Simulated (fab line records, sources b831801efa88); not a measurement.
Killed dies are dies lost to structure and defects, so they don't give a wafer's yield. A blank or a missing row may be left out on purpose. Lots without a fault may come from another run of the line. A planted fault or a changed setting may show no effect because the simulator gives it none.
A struck lot beside a sound one | flow sky130 | 16 steps out of a route of 708
Sound: wafers L393.4, L393.5, L393.6. Struck: wafer L414.4. (L414.2, L414.5 of the same lot were not struck and are left out.) The cause comes at the end.
At each step with rows: each side's tool, then ch and its chambers, then its first start. Under that, the readings that differ: sound wafers | struck wafers | difference of the means | sigmas: that difference in standard deviations of wafers without a fault.
alike: readings whose means differ by less than 2 such deviations, and words and numbers that are the same on both sides. not compared: withheld readings, readings that some wafer has no value for, bounds like >300 that may hide the same value, and numbers for which the record gives no deviation and whose values overlap.
The two part at a step that has a row with sigmas, a row that says differs or no value, or rows on one side only. Numbers that don't overlap but have no deviation are shown without sigmas and don't part them. A reading that every wafer of one side lacks parts them only if that side has two wafers or more.

first, 8 steps without rows for these wafers: SKY_METAL2_DEHYDRATE_07 (time 60 s); SKY_METAL2_HMDS_08 (prime time 60 s); SKY_METAL2_COAT_09 (resist thk 60 nm); SKY_METAL2_COAT_10 (resist thk 450 nm); SKY_METAL2_SOFTBAKE_11 (time 90 s); SKY_METAL2_EXPOSE_12 (exposes mask MM2, target cd 140 nm); SKY_METAL2_PEB_13; SKY_METAL2_DEVELOP_14 (develop time 60 s).
SKY_METAL2_CD_MEAS_15: target cd 140 nm.
  sound on cd_sem-02, day 35 04:47; struck on cd_sem-02, day 41 13:23
  alike: cd_nm
SKY_METAL2_OVL_MEAS_16:
  sound on overlay-01, day 35 04:52; struck on overlay-02, day 41 13:30
  alike: METAL2_OVL
SKY_METAL2_DESCUM_17: chemistry O2, time 8 s.
  sound on rie_metal-01 ch 0,1, day 35 04:54; struck on rie_metal-04 ch 1, day 41 13:32
  alike: drypump_motor_current_A, oes_product_au
  not compared: rf_hours_counter_h
SKY_METAL2_ETCH_18: etches BARC in N2/H2, stops on SiO2, time 45.9 s, target depth 60 nm.
  sound on rie_metal-01 ch 0,1, day 35 04:57; struck on rie_metal-04 ch 1, day 41 13:34
  alike: drypump_motor_current_A, oes_product_au, throttle_valve_pct
  not compared: rf_hours_counter_h
SKY_METAL2_METAL_ETCH_19: etches the open film in Cl2/BCl3, stops on SiO2, target depth 360 nm, time 78 s.
  sound on rie_metal-01 ch 0,1, day 35 05:03; struck on rie_metal-04 ch 1, day 41 13:37
  reading                                       | sound                | struck | difference | sigmas
  throttle_valve_pct (%)                        | 22.254 22.265 22.262 | 22.291 | +0.031     | +4
  model.KrF-thick_of_METAL2_COAT_10.thk_nm (nm) | 162 152.4 161.3      | 204.2  | +45.6      |
  model.SiO2_of_VIA1_HDPCVD_00.thk_nm (nm)      | 332.4 329.5 331.1    | 333.7  | +2.7       |
  alike: drypump_motor_current_A, oes_product_au
  not compared: rf_hours_counter_h, model.METAL2.cd_nm
SKY_METAL2_STRIP_20: strips in O2/N2.
  sound on plasma_asher-02 ch 0,1, day 35 05:10; struck on plasma_asher-02 ch 0, day 41 13:43
  reading                      | sound             | struck | difference | sigmas
  oes_product_au (a.u.)        | 0.349 0.335 0.341 | 0.364  | +0.022     | +5
  strip_time_to_endpoint_s (s) | 2.73 2.63 2.73    | 3.21   | +0.51      | +9
  alike: drypump_motor_current_A
  not compared: rf_hours_counter_h
then, 2 steps without rows for these wafers: SKY_METAL2_STRIP_21 (strips in post etch residue remover, time 1200 s); SKY_PAD_OPEN_PROBE_99.

WHERE THEY PART
First at SKY_METAL2_METAL_ETCH_19; last, within this record, at SKY_METAL2_STRIP_20.

WHY: what the simulator had put in
Process parameter drift: rie_metal-04, from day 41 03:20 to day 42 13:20, at SKY_METAL2_METAL_ETCH_19. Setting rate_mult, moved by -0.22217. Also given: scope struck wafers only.
